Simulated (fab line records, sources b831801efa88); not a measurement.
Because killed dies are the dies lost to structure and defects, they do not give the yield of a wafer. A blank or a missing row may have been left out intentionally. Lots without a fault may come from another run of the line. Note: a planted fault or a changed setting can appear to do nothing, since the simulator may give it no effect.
fab line records | flow sky130
[record] lots = 6 wafers = 18 lastDay = 50
route steps=708 shown VT_ADJUST_HVTR@139 VT_ADJUST_PCH@143 SONOS_TUNNEL@154 PAD_OPEN@708
lots with no fault: from the same line, run without faults
startH: the number of hours between the record's first day and the start of the first shown wafer of the lot | waitH: hours since the lot's step before | " unchanged from the row above | L1.1+2: a single row standing in for several wafers | - either no value or no given start | * or withheld: withheld | < > ~ a bound
route shown NAME@n: a module of which the file shows steps, and the number in the route of the first | usual: the fault-free wafers' mean and standard deviation | same: alike in all rows | chamber/n: place in a boat | sites: the reading at each site | _std_site: the standard deviation of these | _edge_site: the outer-site mean with the inner-site mean subtracted | radiusMm: for every site, how far away it sits from the centre of the wafer | mask NAME#n: copy n | behind: the most recent tool/chamber to have shaped the wafer | hold: cause of the lot's hold/its duration in hours/its outcome | device: which transistor (n, p or np) failed to switch | end of line: the tests these same wafers got at the end of their route | for a step that has no rows: nothing shown but its recipe | killed: the dies lost at the first sort to structure and to defects; this is not the yield of the wafer | map: a wafer's dies, x killed, . not, _ none there
set.NAME: the run value of the setting; set.NAME@STEP: its run value at that earlier step | model.NAME: the simulator's own value behind a step, which no gauge read
a table for each step, a row for each wafer; lots at some steps of the route
services: from which hour (startH, from the record's first day; less than 0 if before it) a tool's chamber was out of use, for how many hours, and why
[[steps]]
[step SKY_VT_ADJUST_HVTR_OVL_MEAS_08]
[usual] VT_ADJUST_HVTR_OVL = -0.5/1.3
// columns lot.wafer tool chamber startH waitH VT_ADJUST_HVTR_OVL[nm]
L757.2 overlay-01 - 239.01 0.1 -0.3
L757.3 " - " " 0.4
L757.4 " - " " -1.2
L764.3 overlay-02 - 292.05 0.1 -0.9
L764.5 " - " " -0.3
L764.6 " - " " -0.1
L770.1 overlay-01 - 343.62 0.1 0.2
L770.4 " - " " -1.0
L770.6 " - " " 0.2
L771.2 overlay-01 - 344.49 0.1 -1.2
L771.4 " - " " -1.4
L771.6 " - " " -1.0
L774.1 overlay-01 - 365.08 0.1 -1.6
L774.4 " - " " -0.6
L774.6 " - " " -1.3
L775.1 overlay-01 - 373.35 0.1 -3.7
L775.5 " - " " -2.6
L775.6 " - " " -2.4
[step SKY_VT_ADJUST_HVTR_IMPLANT_09]
[recipe] species = B energyKev = 10 doseCm2 = 2.1e+12 tiltDeg = withheld
[step SKY_VT_ADJUST_HVTR_STRIP_10]
[recipe] chemistry = O2/N2 powerW = 1400 pressureMtorr = 1500 platenTempC = withheld o2FlowSccm = 3000 n2FlowSccm = 300 overashFraction = 0.5
[usual] drypumpMotorCurrentA = 5.8/0.54 oesProductAu = 0.716/0.0052 stripTimeToEndpointS = 14.19/0.058
// columns lot.wafer tool chamber startH waitH drypumpMotorCurrentA oesProductAu rfHoursCounterH stripTimeToEndpointS
L757.2 plasmaAsher-03 1 239.19 0.1 5.9 0.716 42 14.10
L757.3 " 0 " " 5.0 0.717 - 14.11
L757.4 " 1 " " 5.8 0.723 - 14.14
L764.3 plasmaAsher-03 1 292.26 0.1 5.8 0.713 - 14.30
L764.5 " 0 " " 5.0 0.710 - 14.29
L764.6 " 1 " " 5.8 0.715 - 14.26
L770.1 plasmaAsher-03 0 343.80 0.1 5.0 0.709 54 14.27
L770.4 " 0 " " 5.0 0.719 - 14.20
L770.6 " 0 " " 5.0 0.715 - 14.18
L771.2 plasmaAsher-02 0 344.67 0.1 6.4 0.706 68 14.22
L771.4 " 0 " " 6.4 0.715 - 14.20
L771.6 " 0 " " 6.4 0.712 - 14.18
L774.1 plasmaAsher-02 0 365.26 0.1 6.4 0.721 69 14.24
L774.4 " 0 " " 6.4 0.719 - 14.25
L774.6 " 1 " " 6.3 0.719 - 14.23
L775.1 plasmaAsher-02 0 373.54 0.1 6.4 0.723 70 14.22
L775.5 " 1 " " 6.3 0.716 - 14.17
L775.6 " 0 " " 6.4 0.717 - 14.18
[step SKY_VT_ADJUST_HVTR_TW_MEAS_11]
[usual] VT_ADJUST_HVTR_TW = 211.7/1.4
// columns lot.wafer tool chamber startH waitH VT_ADJUST_HVTR_TW
L757.2 filmMetro-04 - 239.30 0.1 213.7
L757.3 " - " " 213.1
L757.4 " - " " 213.7
L764.3 filmMetro-03 - 292.34 0.1 210.5
L764.5 " - " " 210.6
L764.6 " - " " 210.4
L770.1 filmMetro-03 - 343.90 0.1 209.3
L770.4 " - " " 209.9
L770.6 " - " " 209.4
L771.2 filmMetro-03 - 344.78 0.1 209.7
L771.4 " - " " 210.1
L771.6 " - " " 208.7
L774.1 filmMetro-03 - 365.36 0.1 210.8
L774.4 " - " " 212.3
L774.6 " - " " 210.9
L775.1 filmMetro-04 - 373.64 0.1 212.4
L775.5 " - " " 212.5
L775.6 " - " " 210.7
[step SKY_VT_ADJUST_PCH_DEHYDRATE_00]
[recipe] tempC = 200 timeS = 60
[step SKY_VT_ADJUST_PCH_HMDS_01]
[recipe] primeTimeS = 60 primeTempC = 120
[step SKY_VT_ADJUST_PCH_COAT_02]
[recipe] spinRpm = 2000 resistThkNm = 3000
[step SKY_VT_ADJUST_PCH_SOFTBAKE_03]
[recipe] tempC = 110 timeS = withheld
[step SKY_VT_ADJUST_PCH_EXPOSE_04]
[recipe] maskId = NWM na = 0.6 sourceShape = conventional sigmaOuter = 0.6 polarization = unpolarized targetCdNm = 840 doseMj = 255
[step SKY_VT_ADJUST_PCH_PEB_05]
[recipe] tempC = 115 timeS = withheld
[step SKY_VT_ADJUST_PCH_DEVELOP_06]
[recipe] wallAngleDeg = 90 developer = TMAH developTimeS = 60 devTempC = 23
[step SKY_VT_ADJUST_PCH_OVL_MEAS_07]
[usual] VT_ADJUST_PCH_OVL = -1.0/1.3
// columns lot.wafer tool chamber startH waitH VT_ADJUST_PCH_OVL[nm]
L757.2 overlay-02 - 263.58 - -0.6
L757.3 " - " " -0.7
L757.4 " - " " -2.4
L764.3 overlay-01 - 318.06 - -2.1
L764.5 " - " " 0.4
L764.6 " - " " -1.0
L770.1 overlay-02 - 372.12 - 1.0
L770.4 " - " " -1.7
L770.6 " - " " -1.2
L771.2 overlay-02 - 372.48 - -1.6
L771.4 " - " " 0.2
L771.6 " - " " -0.9
L774.1 overlay-02 - 392.97 - 0.7
L774.4 " - " " 0.6
L774.6 " - " " 2.1
L775.1 overlay-02 - 402.17 - -0.8
L775.5 " - " " 0.7
L775.6 " - " " -1.7
[step SKY_VT_ADJUST_PCH_IMPLANT_08]
[recipe] species = B energyKev = 10 doseCm2 = 5e+11 tiltDeg = withheld
[usual] beamEnergyKeV = 10.000/0.003 doseIonsCm2 = 4.998e+11/5.4e+08 faradayCurrentUA = 2.82/0.057
// columns lot.wafer tool chamber startH waitH beamEnergyKeV doseIonsCm2 faradayCurrentUA
L757.2 implanter-03 0 263.63 0.0 10.004 4.988e+11 2.81
L757.3 " 0 " " 9.996 5.002e+11 2.75
L757.4 " 0 " " 9.999 4.998e+11 2.80
L764.3 implanter-02 0 318.13 0.1 10.003 5.002e+11 2.84
L764.5 " 0 " " 10.005 5.003e+11 2.85
L764.6 " 0 " " 9.996 5.012e+11 2.86
L770.1 implanter-03 0 372.16 0.0 9.993 3.4e+11 1.91
L770.4 " 0 " " 9.995 3.402e+11 2.01
L770.6 " 0 " " 9.992 3.397e+11 1.96
L771.2 implanter-03 0 372.53 0.0 9.999 3.4e+11 1.88
L771.4 " 0 " " 10.000 3.395e+11 1.93
L771.6 " 0 " " 10.002 3.396e+11 1.90
L774.1 implanter-02 0 393.00 0.0 10.000 4.999e+11 2.82
L774.4 " 0 " " 10.001 5.002e+11 2.83
L774.6 " 0 " " 10.002 5.002e+11 2.79
L775.1 implanter-01 0 402.20 0.0 10.007 4.99e+11 2.76
L775.5 " 0 " " 10.001 5e+11 2.86
L775.6 " 0 " " 10.001 4.989e+11 2.79
[step SKY_VT_ADJUST_PCH_STRIP_09]
[recipe] chemistry = O2/N2 powerW = 1400 pressureMtorr = 1500 platenTempC = withheld o2FlowSccm = 3000 n2FlowSccm = 300 overashFraction = 0.5
[usual] drypumpMotorCurrentA = 5.6/0.56 oesProductAu = 0.723/0.0044 stripTimeToEndpointS = 36.96/0.1
// columns lot.wafer tool chamber startH waitH drypumpMotorCurrentA oesProductAu rfHoursCounterH stripTimeToEndpointS
L757.2 plasmaAsher-04 1 263.76 0.1 5.1 0.722 14 37.08
L757.3 " 0 " " 5.1 0.722 - 37.07
L757.4 " 1 " " 5.1 0.721 - 37.10
L764.3 plasmaAsher-03 0 318.27 0.1 5.0 0.730 - 36.90
L764.5 " 0 " " 5.0 0.719 - 36.84
L764.6 " 1 " " 5.8 0.720 - 36.82
L770.1 plasmaAsher-02 1 372.31 0.1 6.3 0.723 70 36.88
L770.4 " 1 " " 6.3 0.720 - 36.92
L770.6 " 1 " " 6.3 0.722 - 36.90
L771.2 plasmaAsher-04 0 372.66 0.1 5.2 0.727 24 37.03
L771.4 " 1 " " 5.1 0.721 - 36.94
L771.6 " 0 " " 5.1 0.726 - 36.82
L774.1 plasmaAsher-03 1 393.15 0.1 5.8 0.730 58 36.98
L774.4 " 0 " " 5.0 0.722 - 37.12
L774.6 " 0 " " 5.0 0.721 - 37.06
L775.1 plasmaAsher-04 1 402.35 0.1 5.1 0.724 26 37.01
L775.5 " 1 " " 5.1 0.720 - 37.08
L775.6 " 0 " " 5.1 0.722 - 37.08
[step SKY_VT_ADJUST_PCH_TW_MEAS_10]
[usual] VT_ADJUST_PCH_TW = 144.0/0.71
// columns lot.wafer tool chamber startH waitH VT_ADJUST_PCH_TW
L757.2 filmMetro-01 - 263.87 0.1 145.4
L757.3 " - " " 144.5
L757.4 " - " " 144.7
L764.3 filmMetro-01 - 318.35 0.1 143.6
L764.5 " - " " 144.0
L764.6 " - " " 144.2
L770.1 filmMetro-02 - 372.41 0.1 130.6
L770.4 " - " " 130.2
L770.6 " - " " 129.9
L771.2 filmMetro-02 - 372.77 0.1 129.9
L771.4 " - " " 129.4
L771.6 " - " " 129.5
L774.1 filmMetro-01 - 393.25 0.1 142.7
L774.4 " - " " 143.0
L774.6 " - " " 143.7
L775.1 filmMetro-01 - 402.45 0.1 143.0
L775.5 " - " " 143.5
L775.6 " - " " 142.7
[step SKY_SONOS_TUNNEL_DEHYDRATE_00]
[recipe] tempC = 200 timeS = 60
[step SKY_PAD_OPEN_PROBE_99]
[usual] killed_at_M0_to_M3 = 43/7.4 killed_at_M4_up = 3.1/1.9 killedAtContacts = 25/5.4 killedAtFrontEnd = 15/4.3 killedAtOther = 0.3/0.54 killedDies = 86/10 killedOpen = 46/7.4 killedShort = 40/7
[same] grossDies = 492 killedAtBackSide = 0
// columns lot.wafer tool chamber startH waitH killed_at_M0_to_M3 killed_at_M4_up killedAtContacts killedAtFrontEnd killedAtOther killedDies killedOpen killedShort model.etest.pfet_01v8_lvt.driveUaUm model.etest.pfetG5v0d10v5.offLog10AUm model.etest.pfet_01v8_lvt.offLog10AUm model.etest.pfetG5v0d10v5.vtSatV model.etest.pfet_16v.vtV model.etest.pfetG5v0d10v5.vtV model.etest.pfetG5v0d10v5.vtLongV model.etest.pfet_01v8_lvt.vtSatV
L757.2 prober-02 - 1105.40 0.1 46 3 22 15 1 87 48 39 178.6 -12.47 -8.802 -0.6215 -1.08 -0.8133 -0.9154 -0.4417
L757.3 prober-02 - 1105.45 0.2 40 7 25 8 0 80 35 45 178.6 -12.58 -8.716 -0.6381 -1.081 -0.8283 -0.913 -0.4387
L757.4 prober-02 - 1105.50 0.2 75 4 18 21 0 118 61 57 173.4 -12.74 -9.049 -0.6485 -1.089 -0.8341 -0.9194 -0.452
L764.3 prober-01 - 1151.08 0.2 49 2 25 17 0 93 44 49 175 -12.65 -9.237 -0.6363 -1.099 -0.8361 -0.9336 -0.4607
L764.5 prober-01 - 1151.18 0.2 52 0 38 10 0 100 59 41 174.9 -12.59 -9.228 -0.6329 -1.101 -0.8309 -0.9329 -0.4647
L764.6 prober-01 - 1151.23 0.2 45 0 25 13 1 84 53 30 172.1 -12.55 -9.139 -0.6282 -1.105 -0.8278 -0.935 -0.4656
L770.1 prober-01 - 1189.62 0.1 39 2 26 13 0 80 44 35 172.3 -12.64 -9.479 -0.6539 -1.14 -0.847 -0.9705 -0.4851
L770.4 prober-01 - 1189.77 0.2 48 1 20 18 1 88 50 35 174.3 -12.7 -9.247 -0.6698 -1.144 -0.8633 -0.9658 -0.4825
L770.6 prober-01 - 1189.87 0.2 31 1 22 21 1 76 39 36 171.1 -12.96 -9.236 -0.6795 -1.144 -0.8725 -0.9738 -0.4799
L771.2 prober-02 - 1189.75 0.1 43 1 29 14 1 88 56 31 165.7 -13.26 -9.867 -0.7352 -1.187 -0.9114 -1.012 -0.513
L771.4 prober-02 - 1189.85 0.2 37 2 18 18 1 76 43 32 165.9 -13.3 -9.918 -0.7318 -1.19 -0.9054 -1.008 -0.5105
L771.6 prober-02 - 1189.95 0.2 45 4 35 14 0 98 47 51 164.6 -13.52 -9.854 -0.747 -1.185 -0.9182 -1.01 -0.5116
L774.1 prober-01 - 1197.40 0.1 35 2 21 15 2 75 38 37 172.3 -12.45 -8.89 -0.6239 -1.092 -0.8311 -0.9226 -0.4399
L774.4 prober-01 - 1197.55 0.2 42 4 27 19 1 93 54 36 176.8 -12.51 -8.566 -0.6248 -1.081 -0.831 -0.9136 -0.4275
L774.6 prober-01 - 1197.65 0.2 38 4 30 17 0 89 51 36 176.3 -12.33 -8.871 -0.6035 -1.076 -0.81 -0.9102 -0.4325
L775.1 prober-02 - 1204.04 0.1 37 5 24 19 1 86 49 37 176 -12.67 -8.723 -0.6511 -1.095 -0.8437 -0.9253 -0.432
L775.5 prober-02 - 1204.24 0.2 42 3 14 11 0 70 42 28 175.9 -12.6 -8.872 -0.6455 -1.103 -0.8368 -0.9312 -0.4363
L775.6 prober-02 - 1204.29 0.2 37 0 22 8 1 68 37 31 176.4 -12.62 -8.703 -0.6434 -1.096 -0.8315 -0.9224 -0.437
// killed by level:class
L757.2 VIA1:geometricParticle:open=19 LI_CONTACT:geometricParticle:open=7 VIA1:geometricParticle:short=6 LOCAL_INTERCONNECT:geometricParticle:short=5 CONTACT:geometricParticle:open=5 METAL2:geometricParticle:short=5 VIA3:geometricParticle:open=5 SPACER:geometricParticle:short=4
L757.3 VIA1:geometricParticle:open=8 METAL2:geometricParticle:short=8 LI_CONTACT:geometricParticle:open=7 METAL4:geometricParticle:short=7 VIA2:geometricParticle:open=6 CONTACT:geometricParticle:short=5 LOCAL_INTERCONNECT:geometricParticle:short=5 CONTACT:geometricParticle:open=5
L757.4 VIA1:geometricParticle:open=17 VIA2:geometricParticle:open=13 METAL2:geometricParticle:short=9 LOCAL_INTERCONNECT:geometricParticle:short=8 VIA3:geometricParticle:open=8 FIELD_ISO:geometricParticle:short=6 METAL1:geometricParticle:short=6 FIELD_ISO:geometricParticle:open=5
L764.3 VIA1:geometricParticle:open=9 CONTACT:geometricParticle:open=8 VIA2:geometricParticle:open=7 LOCAL_INTERCONNECT:geometricParticle:short=6 VIA1:geometricParticle:short=6 LI_CONTACT:geometricParticle:short=5 METAL1:geometricParticle:short=5 METAL3:geometricParticle:short=5
L764.5 CONTACT:geometricParticle:open=15 VIA1:geometricParticle:open=14 LI_CONTACT:geometricParticle:open=8 LI_CONTACT:geometricParticle:short=6 METAL1:geometricParticle:short=6 VIA1:geometricParticle:short=6 VIA2:geometricParticle:open=5 LOCAL_INTERCONNECT:geometricParticle:short=4
L764.6 VIA1:geometricParticle:open=13 LI_CONTACT:geometricParticle:open=8 CONTACT:geometricParticle:open=8 VIA2:geometricParticle:open=7 VIA3:geometricParticle:open=5 POLY_GATE:geometricParticle:open=4 POLY_GATE:geometricParticle:short=4 LI_CONTACT:geometricParticle:short=4
L770.1 LI_CONTACT:geometricParticle:open=12 VIA1:geometricParticle:open=9 CONTACT:geometricParticle:open=7 METAL2:geometricParticle:short=7 POLY_GATE:geometricParticle:open=4 VIA2:geometricParticle:open=4 LOCAL_INTERCONNECT:geometricParticle:short=4 VIA1:geometricParticle:short=4
L771.2 VIA1:geometricParticle:open=16 CONTACT:geometricParticle:open=10 VIA2:geometricParticle:open=9 LI_CONTACT:geometricParticle:open=7 VIA3:geometricParticle:open=6 FIELD_ISO:geometricParticle:short=4 LI_CONTACT:geometricParticle:short=4 LOCAL_INTERCONNECT:geometricParticle:short=4
L770.4 VIA1:geometricParticle:open=14 VIA3:geometricParticle:open=7 CONTACT:geometricParticle:short=6 METAL2:geometricParticle:short=6 FIELD_ISO:geometricParticle:open=5 CONTACT:geometricParticle:open=5 VIA2:geometricParticle:open=5 POLY_GATE:geometricParticle:short=4
L771.4 VIA1:geometricParticle:open=12 VIA2:geometricParticle:open=7 VIA3:geometricParticle:open=6 FIELD_ISO:geometricParticle:short=5 LOCAL_INTERCONNECT:geometricParticle:short=4 CONTACT:geometricParticle:short=4 CONTACT:geometricParticle:open=4 POLY_GATE:geometricParticle:short=3
L770.6 LI_CONTACT:geometricParticle:open=9 POLY_GATE:geometricParticle:short=8 VIA3:geometricParticle:open=5 FIELD_ISO:geometricParticle:open=4 CONTACT:geometricParticle:open=4 METAL1:geometricParticle:short=4 VIA1:geometricParticle:open=4 METAL3:geometricParticle:short=4
L771.6 LOCAL_INTERCONNECT:geometricParticle:short=9 CONTACT:geometricParticle:open=9 VIA3:geometricParticle:open=9 LI_CONTACT:geometricParticle:open=8 METAL2:geometricParticle:short=7 VIA1:geometricParticle:open=6 CONTACT:geometricParticle:short=6 METAL1:geometricParticle:short=6
L774.1 CONTACT:geometricParticle:open=9 VIA1:geometricParticle:open=9 METAL1:geometricParticle:short=8 FIELD_ISO:geometricParticle:open=5 CONTACT:geometricParticle:short=5 VIA2:geometricParticle:open=5 FIELD_ISO:geometricParticle:short=4 METAL2:geometricParticle:short=4
L774.4 VIA1:geometricParticle:open=12 CONTACT:geometricParticle:open=11 LI_CONTACT:geometricParticle:open=8 METAL2:geometricParticle:short=8 FIELD_ISO:geometricParticle:short=6 VIA3:geometricParticle:open=5 METAL1:geometricParticle:short=4 POLY_GATE:geometricParticle:short=3
L774.6 CONTACT:geometricParticle:open=15 LI_CONTACT:geometricParticle:open=8 VIA1:geometricParticle:open=8 METAL1:geometricParticle:short=5 POLY_GATE:geometricParticle:open=5 VIA2:geometricParticle:open=5 FIELD_ISO:geometricParticle:short=4 METAL2:geometricParticle:short=4
L775.1 VIA1:geometricParticle:open=15 CONTACT:geometricParticle:short=7 CONTACT:geometricParticle:open=7 POLY_GATE:geometricParticle:open=5 VIA1:geometricParticle:short=5 SPACER:geometricParticle:short=4 VIA3:geometricParticle:open=4 FIELD_ISO:geometricParticle:short=3
L775.5 VIA1:geometricParticle:open=13 FIELD_ISO:geometricParticle:short=5 VIA2:geometricParticle:open=5 FIELD_ISO:geometricParticle:open=4 LI_CONTACT:geometricParticle:open=4 CONTACT:geometricParticle:open=4 VIA1:geometricParticle:short=4 METAL2:geometricParticle:open=4
L775.6 VIA1:geometricParticle:open=9 CONTACT:geometricParticle:open=8 METAL1:geometricParticle:short=6 LI_CONTACT:geometricParticle:open=5 METAL3:geometricParticle:short=5 LOCAL_INTERCONNECT:geometricParticle:short=4 METAL2:geometricParticle:short=4 VIA3:geometricParticle:open=3
[[services]]
// columns tool chamber startH hours kind
implanter-01 - 227.65 4.0 pm
plasmaAsher-03 - 229.82 0.3 repair
implanter-02 - 234.91 1.5 repair
implanter-02 - 249.80 2.9 repair
implanter-03 - 252.04 3.5 repair
plasmaAsher-03 - 252.71 2.8 pm
implanter-03 - 271.75 3.0 repair
plasmaAsher-04 - 277.87 0.9 repair
plasmaAsher-04 - 278.74 14.6 pm
plasmaAsher-04 - 328.04 3.7 repair
plasmaAsher-02 - 356.06 0.8 repair
plasmaAsher-04 - 378.68 2.8 pm
implanter-03 - 380.59 100.3 pm
[[key]]
[firstSign] step = SKY_VT_ADJUST_PCH_IMPLANT_08 reading = doseIonsCm2 direction = down sigmas = 99+ usual = * struck = *
[effect] step = SKY_VT_ADJUST_PCH_IMPLANT_08 reading = faradayCurrentUA direction = down sigmas = 16 usual = 2.82 struck = 1.93
[effect] step = SKY_VT_ADJUST_PCH_TW_MEAS_10 reading = VT_ADJUST_PCH_TW direction = down sigmas = 20 usual = 144.0 struck = 129.9
[modelEffect] step = SKY_PAD_OPEN_PROBE_99 value = etest.pfet_01v8_lvt.driveUaUm without = 174.2 struck = 169
metAt SKY_VT_ADJUST_PCH_IMPLANT_08
struckWafers L770.1,L770.4,L770.6,L771.2,L771.4,L771.6
testerLeftOut L770,L771
onsetBetween 263.63 372.16
[fault] kind = processParameterDrift tool = implanter-03 chamber = - onsetH = 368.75 steps = SKY_VT_ADJUST_PCH_IMPLANT_08 channel = doseCm2 offset = * shape = step endH = 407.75 actsIn = * stated = *
// testerLeftOut: of these lots the tester's yield and bins aren't shown, on N5 and GAA mostly nor the transistor test; their killed dies are dies lost to structure and defects alone, not to doping, threshold or leakage, so they don't give the yield
